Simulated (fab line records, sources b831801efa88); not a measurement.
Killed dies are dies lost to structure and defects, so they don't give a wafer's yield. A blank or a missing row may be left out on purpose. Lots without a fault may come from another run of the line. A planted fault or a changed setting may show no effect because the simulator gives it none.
Which tool did it? | flow gf180mcu | 12 lots, 36 wafers sampled, at 3 steps of a route of 602

WHAT THE GAUGES READ, wafer by wafer
GF_VT_IMPLANT_OVL_MEAS_29.
lot  | measured     | on         | VT_IMPLANT_02_OVL (nm)
L620 | day 6 22:04  | overlay-02 | -1.6 -1.1 -2.5
L622 | day 7 10:42  | overlay-01 | -0.3 0.5 -1.1
L624 | day 7 21:55  | overlay-02 | 1.0 -1.5 1.8
L625 | day 8 03:22  | overlay-02 | -2.0 -1.1 -0.9
L627 | day 8 17:32  | overlay-02 | 1.2 -1.1 0.2
L629 | day 9 05:40  | overlay-01 | -0.7 0.2 -1.1
L630 | day 9 14:17  | overlay-01 | -0.7 -1.9 -1.1
L631 | day 9 21:56  | overlay-01 | 1.2 1.9 -1.3
L640 | day 12 14:02 | overlay-02 | 2.3 0.0 1.4
L639 | day 12 14:30 | overlay-02 | -0.7 -0.3 -2.1
L641 | day 12 18:36 | overlay-02 | -2.4 -0.6 -0.9
L643 | day 13 06:36 | overlay-02 | 0.3 -1.3 0.4

GF_HV_LDD_TW_MEAS_23.
lot  | measured     | on            | HV_LDD_2_TW
L620 | day 10 18:56 | film_metro-04 | 1060 1062 1061
L622 | day 11 10:44 | film_metro-01 | 1061 1057 1057
L624 | day 12 02:49 | film_metro-04 | 1066 1069 1066
L625 | day 12 07:20 | film_metro-02 | 1087 1087 1084
L627 | day 13 00:22 | film_metro-01 | 1056 1055 1058
L629 | day 13 13:27 | film_metro-02 | 1079 1085 1079
L630 | day 14 02:00 | film_metro-02 | 1152 1158 1152
L631 | day 14 08:21 | film_metro-01 | 1118 1118 1119
L640 | day 17 10:03 | film_metro-04 | 1063 1063 1059
L639 | day 17 13:43 | film_metro-04 | 1067 1066 1060
L641 | day 17 15:40 | film_metro-02 | 1082 1080 1080
L643 | day 18 07:47 | film_metro-02 | 1080 1080 1083

WHICH TOOL RAN EACH LOT (tool, then ch and the chambers of the sampled wafers, then the start)
lot  | GF_HV_LDD_IMPLANT_21
L620 | implanter-01 ch 0, day 10 18:42
L622 | implanter-01 ch 0, day 11 10:30
L624 | implanter-03 ch 0, day 12 02:36
L625 | implanter-02 ch 0, day 12 07:05
L627 | implanter-02 ch 0, day 13 00:09
L629 | implanter-03 ch 0, day 13 13:12
L630 | implanter-02 ch 0, day 14 01:45
L631 | implanter-02 ch 0, day 14 08:06
L640 | implanter-02 ch 0, day 17 09:48
L639 | implanter-02 ch 0, day 17 13:28
L641 | implanter-03 ch 0, day 17 15:27
L643 | implanter-03 ch 0, day 18 07:32
- GF_HV_LDD_IMPLANT_21

WHAT THE TOOLS THEMSELVES READ (means of the sampled wafers that have a number; where no wafer has one, the mark that the record gives instead)
GF_HV_LDD_IMPLANT_21.
lot  | tool         | beam_energy_keV | dose_ions_cm2 | end_station_pressure_torr (Torr)
L620 | implanter-01 | 25.007          | 5.008e+13     | 5.18e-06
L622 | implanter-01 | 25.008          | 5.004e+13     | 5.23e-06
L624 | implanter-03 | 24.995          | 5.003e+13     | 5.37e-06
L625 | implanter-02 | 25.003          | 5.001e+13     | 5.09e-06
L627 | implanter-02 | 25.007          | 4.995e+13     | 4.73e-06
L629 | implanter-03 | 24.992          | 4.999e+13     | 5.22e-06
L630 | implanter-02 | 31.050          | 4.999e+13     | 5.28e-06
L631 | implanter-02 | 31.041          | 5.002e+13     | 5.17e-06
L640 | implanter-02 | 24.994          | 5.003e+13     | 4.87e-06
L639 | implanter-02 | 25.000          | 4.994e+13     | 5.31e-06
L641 | implanter-03 | 24.999          | 4.996e+13     | 5.31e-06
L643 | implanter-03 | 25.002          | 5.001e+13     | 5.01e-06

THE ANSWER, worked out from the rows above alone
Rule: what is usual is taken from the lots themselves. Put in order of their means at a reading, lots are off if they are a third of the lots or fewer, leave a main group of 4 or more, and stand apart from it by a gap of 3 or more times the standard deviation of the main group's means; of several such gaps the widest counts. A main group whose means are all the same, to the digits that the tables above print for the reading, isn't used. A lot without any number at a reading at which 4 lots or more have one is off too. The other lots that the step has rows for count as sound. The gauges are gone through in route order, then the tools' own readings, and for those a lot's mean is taken as printed above. The first step at which some lot is off is used, and at that step the reading that is off furthest; a lot without a number counts as furthest.
Off: L630, L631, at GF_HV_LDD_TW_MEAS_23 (HV_LDD_2_TW). The main group: mean 1070, standard deviation 11.
A tool fits if, at a process step before that reading, it ran every lot that is off, and no sound lot after the first of them. The gauges at GF_HV_LDD_TW_MEAS_23 aren't tried: what is off there is off at GF_HV_LDD_IMPLANT_21 too, on other tools, and a gauge's error can't cause that. None of those tried fits.

WHAT THE SIMULATOR HAD PUT IN
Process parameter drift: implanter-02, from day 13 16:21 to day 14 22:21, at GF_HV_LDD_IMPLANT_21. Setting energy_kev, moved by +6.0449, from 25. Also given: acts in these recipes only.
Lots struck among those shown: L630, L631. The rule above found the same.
